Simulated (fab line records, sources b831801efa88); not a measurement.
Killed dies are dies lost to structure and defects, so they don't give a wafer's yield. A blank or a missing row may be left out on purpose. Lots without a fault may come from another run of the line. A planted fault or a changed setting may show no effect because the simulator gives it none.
Which tool did it? | flow gf180mcu | 9 lots, 27 wafers sampled, at 6 steps of a route of 602

WHAT THE GAUGES READ, wafer by wafer
GF_M2_RS_MEAS_05: measures by four-point-probe.
lot  | measured     | on            | M2_ALCU_RS (ohm/sq)
L868 | day 18 00:37 | film_metro-04 | 0.0693 0.0696 0.0691
L872 | day 19 13:01 | film_metro-04 | 0.0708 0.0705 0.0697
L873 | day 19 23:07 | film_metro-04 | 0.0701 0.0695 0.0699
L878 | day 22 06:02 | film_metro-03 | 0.0699 0.0694 0.0693
L880 | day 22 17:01 | film_metro-04 | 0.0700 0.0697 0.0704
L881 | day 23 07:26 | film_metro-02 | 0.0567 0.0572 0.0568 0.0567 0.0571 0.0569
L883 | day 24 02:40 | film_metro-04 | 0.0567 0.0569 0.0570 0.0565 0.0569 0.0569
L884 | day 24 11:18 | film_metro-02 | 0.0698 0.0701 0.0703
L891 | day 26 07:52 | film_metro-03 | 0.0692 0.0695 0.0697

GF_M2_THK_MEAS_06: measures by xrf.
lot  | measured     | on            | M2_ALCU_THK (nm)
L868 | day 18 00:44 | film_metro-04 | 453 454 452
L872 | day 19 13:07 | film_metro-04 | 444 443 448
L873 | day 19 23:14 | film_metro-04 | 447 452 449
L878 | day 22 06:10 | film_metro-03 | 450 454 454
L880 | day 22 17:08 | film_metro-04 | 446 445 441
L881 | day 23 08:50 | film_metro-02 | 550 546 550 550 548 549
L883 | day 24 04:50 | film_metro-04 | 555 553 553 553 551 551
L884 | day 24 11:25 | film_metro-02 | 448 444 443
L891 | day 26 07:59 | film_metro-03 | 452 451 450

GF_V2_OVL_MEAS_15.
lot  | measured     | on         | V2_OVL (nm)
L868 | day 20 02:49 | overlay-01 | 1 -2 7
L872 | day 21 15:03 | overlay-02 | -5 -2 3
L873 | day 22 00:14 | overlay-02 | -1 2 3
L878 | day 24 04:32 | overlay-01 | 0 -9 -5
L880 | day 24 14:46 | overlay-02 | -10 -7 -4
L881 | day 25 05:25 | overlay-02 | -4 -9 -11
L883 | day 25 22:43 | overlay-01 | -2 -7 -11
L884 | day 26 07:20 | overlay-02 | -6 -11 -14
L891 | day 28 02:13 | overlay-02 | 1 -7 -2

WHICH TOOL RAN EACH LOT (tool, then ch and the chambers of the sampled wafers, then the start)
lot  | GF_V1_STRIP_18                       | GF_M2_SPUTTER_02             | GF_M2_METAL_ETCH_16
L868 | plasma_asher-02 ch 0,1, day 17 23:11 | pvd_sputter-02, day 18 00:32 | rie_metal-03 ch 0,1, day 19 00:57
L872 | plasma_asher-04 ch 0,1, day 19 11:31 | pvd_sputter-02, day 19 12:53 | rie_metal-01 ch 0,1, day 20 13:38
L873 | plasma_asher-02 ch 0,1, day 19 21:38 | pvd_sputter-02, day 19 23:00 | rie_metal-03 ch 1, day 20 23:09
L878 | plasma_asher-03 ch 0,1, day 22 04:28 | pvd_sputter-01, day 22 05:57 | rie_metal-02 ch 0,1, day 23 04:50
L880 | plasma_asher-02 ch 1, day 22 15:34   | pvd_sputter-01, day 22 16:55 | rie_metal-01 ch 0,1, day 23 15:35
L881 | plasma_asher-02 ch 0,1, day 23 05:58 | pvd_sputter-02, day 23 07:20 | rie_metal-02 ch 0,1, day 24 06:06
L883 | plasma_asher-02 ch 0,1, day 24 01:12 | pvd_sputter-02, day 24 02:35 | rie_metal-02 ch 0,1, day 24 23:53
L884 | plasma_asher-03 ch 0,1, day 24 09:49 | pvd_sputter-04, day 24 11:13 | rie_metal-02 ch 0,1, day 25 08:41
L891 | plasma_asher-04 ch 1, day 26 06:25   | pvd_sputter-01, day 26 07:47 | rie_metal-02 ch 1, day 27 04:38
- GF_V1_STRIP_18: strips in O2/N2.
- GF_M2_SPUTTER_02: material AlCu, target thk 450 nm, time 23.9 s.
- GF_M2_METAL_ETCH_16: etches the open film in Cl2/BCl3, stops on SiO2, target depth 750.8 nm, time 125.1 s.

WHAT THE TOOLS THEMSELVES READ (means of the sampled wafers that have a number; where no wafer has one, the mark that the record gives instead)
GF_V1_STRIP_18.
lot  | tool            | drypump_motor_current_A (A) | heater_power_w (W) | o2_flow_sccm (sccm) | oes_product_au (a.u.)
L868 | plasma_asher-02 | 5.4                         | 346                | 2998                | 0.590
L872 | plasma_asher-04 | 4.9                         | 341                | 3013                | 0.594
L873 | plasma_asher-02 | 5.5                         | 344                | 3005                | 0.589
L878 | plasma_asher-03 | 5.4                         | 347                | 3003                | 0.597
L880 | plasma_asher-02 | 5.4                         | 340                | 2993                | 0.596
L881 | plasma_asher-02 | 5.5                         | 342                | 2991                | 0.595
L883 | plasma_asher-02 | 5.4                         | 335                | 3005                | 0.592
L884 | plasma_asher-03 | 5.4                         | 339                | 3004                | 0.593
L891 | plasma_asher-04 | 4.8                         | 351                | 2999                | 0.591

GF_M2_SPUTTER_02.
lot  | tool           | cathode_dc_power_W (W) | chamber_pressure_pa (Pa) | throttle_valve_pct (%)
L868 | pvd_sputter-02 | 10600                  | 0.4002                   | 30.6
L872 | pvd_sputter-02 | 10599                  | 0.4006                   | 31.2
L873 | pvd_sputter-02 | 10602                  | 0.3999                   | 30.6
L878 | pvd_sputter-01 | 10601                  | 0.3998                   | 29.3
L880 | pvd_sputter-01 | 10600                  | 0.4005                   | 29.5
L881 | pvd_sputter-02 | 13013                  | 0.3999                   | 31.4
L883 | pvd_sputter-02 | 13012                  | 0.4002                   | 30.6
L884 | pvd_sputter-04 | 10598                  | 0.3999                   | 29.6
L891 | pvd_sputter-01 | 10600                  | 0.4005                   | 29.1

GF_M2_METAL_ETCH_16.
lot  | tool         | bcl3_flow_sccm (sccm) | drypump_motor_current_A (A) | oes_product_au (a.u.) | throttle_valve_pct (%)
L868 | rie_metal-03 | 39.99                 | 5.24                        | 0.984                 | 28.233
L872 | rie_metal-01 | 40.12                 | 5.62                        | 0.987                 | 28.227
L873 | rie_metal-03 | 40.17                 | 4.87                        | 0.989                 | 28.226
L878 | rie_metal-02 | 39.94                 | 5.84                        | 0.994                 | 28.223
L880 | rie_metal-01 | 40.19                 | 5.63                        | 0.987                 | 28.234
L881 | rie_metal-02 | 39.90                 | 5.71                        | 0.952                 | 28.275
L883 | rie_metal-02 | 39.87                 | 5.84                        | 0.958                 | 28.266
L884 | rie_metal-02 | 40.03                 | 5.71                        | 0.993                 | 28.243
L891 | rie_metal-02 | 40.02                 | 5.58                        | 0.990                 | 28.240

THE ANSWER, worked out from the rows above alone
Rule: what is usual is taken from the lots themselves. Put in order of their means at a reading, lots are off if they are a third of the lots or fewer, leave a main group of 4 or more, and stand apart from it by a gap of 3 or more times the standard deviation of the main group's means; of several such gaps the widest counts. A main group whose means are all the same, to the digits that the tables above print for the reading, isn't used. A lot without any number at a reading at which 4 lots or more have one is off too. The other lots that the step has rows for count as sound. The gauges are gone through in route order, then the tools' own readings, and for those a lot's mean is taken as printed above. The first step at which some lot is off is used, and at that step the reading that is off furthest; a lot without a number counts as furthest.
Off: L881, L883, at GF_M2_RS_MEAS_05 (M2_ALCU_RS). The main group: mean 0.0698 ohm/sq, standard deviation 0.00034.
A tool fits if, at a process step before that reading, it ran every lot that is off, and no sound lot after the first of them. The gauges at GF_M2_RS_MEAS_05 aren't tried: what is off there is off at GF_M2_SPUTTER_02 too, on other tools, and a gauge's error can't cause that. Can't be told from this: 2 tools fit, plasma_asher-02 at GF_V1_STRIP_18, pvd_sputter-02 at GF_M2_SPUTTER_02.

WHAT THE SIMULATOR HAD PUT IN
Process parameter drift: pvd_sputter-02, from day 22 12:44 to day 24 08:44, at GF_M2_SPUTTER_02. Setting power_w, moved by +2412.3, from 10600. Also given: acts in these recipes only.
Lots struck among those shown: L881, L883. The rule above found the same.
